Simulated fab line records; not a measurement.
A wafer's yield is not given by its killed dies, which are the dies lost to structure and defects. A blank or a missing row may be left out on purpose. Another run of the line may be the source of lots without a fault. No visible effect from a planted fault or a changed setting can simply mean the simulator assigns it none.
Which of the tools did it?	flow sky130	17 wafers from 6 lots sampled at 2 of the route's 708 steps

## WHAT THE GAUGES READ, wafer by wafer
SKY_CONTACT_THK_MEAS_03.
lot	measured	on	CONTACT_HDPCVD_THK (nm)
L904	day 30 19:14	film metro-01	564 563 559
L908	day 32 02:47	film metro-01	560 565 560
L916	day 35 00:11	film metro-04	515 517
L922	day 36 15:02	film metro-04	555 558 547
L924	day 37 23:41	film metro-01	570 571 567
L925	day 37 23:52	film metro-04	555 560 556

## WHAT TOOL EACH LOT RAN ON (gives the tool, then ch and the chambers of the sampled wafers, and finally the start)
lot	SKY_CONTACT_HDPCVD_02
L904	hdpcvd-02 ch 0,1, day 30 19:10
L908	hdpcvd-01 ch 0,2, day 32 02:43
L916	hdpcvd-02 ch 2, day 35 00:05
L922	hdpcvd-01 ch 0,1,2, day 36 14:58
L924	hdpcvd-02 ch 0,1,2, day 37 23:37
L925	hdpcvd-01 ch 0,2, day 37 23:47
- SKY_CONTACT_HDPCVD_02: deposits SiO2, target thk 565 nm, time 94.2 s.

## THE ANSWER, worked out from the rows above alone
Rule: usual is defined by the lots themselves. Put in order of their means at a reading, lots are off if they are a third of the lots or fewer, leave a main group of 4 or more, and stand apart from it by a gap of 3 or more times the standard deviation of the main group's means; of several such gaps the widest counts. A main group whose means are all the same, to the digits that the tables above print for the reading, isn't used. A lot without any number at a reading at which 4 lots or more have one is off too. All remaining lots with rows at the step are treated as sound.
Off: at SKY_CONTACT_THK_MEAS_03 (CONTACT_HDPCVD_THK), L916. The main group has a mean of 561 nm with a standard deviation of 5.4.
If a tool, at a process step before that reading, ran all the lots that are off and no sound lot after the first of them, it fits. Those tools and the gauges at SKY_CONTACT_THK_MEAS_03 are tried in the same way. Of those tried, none fits.

## WHAT THE SIMULATOR HAD PUT IN
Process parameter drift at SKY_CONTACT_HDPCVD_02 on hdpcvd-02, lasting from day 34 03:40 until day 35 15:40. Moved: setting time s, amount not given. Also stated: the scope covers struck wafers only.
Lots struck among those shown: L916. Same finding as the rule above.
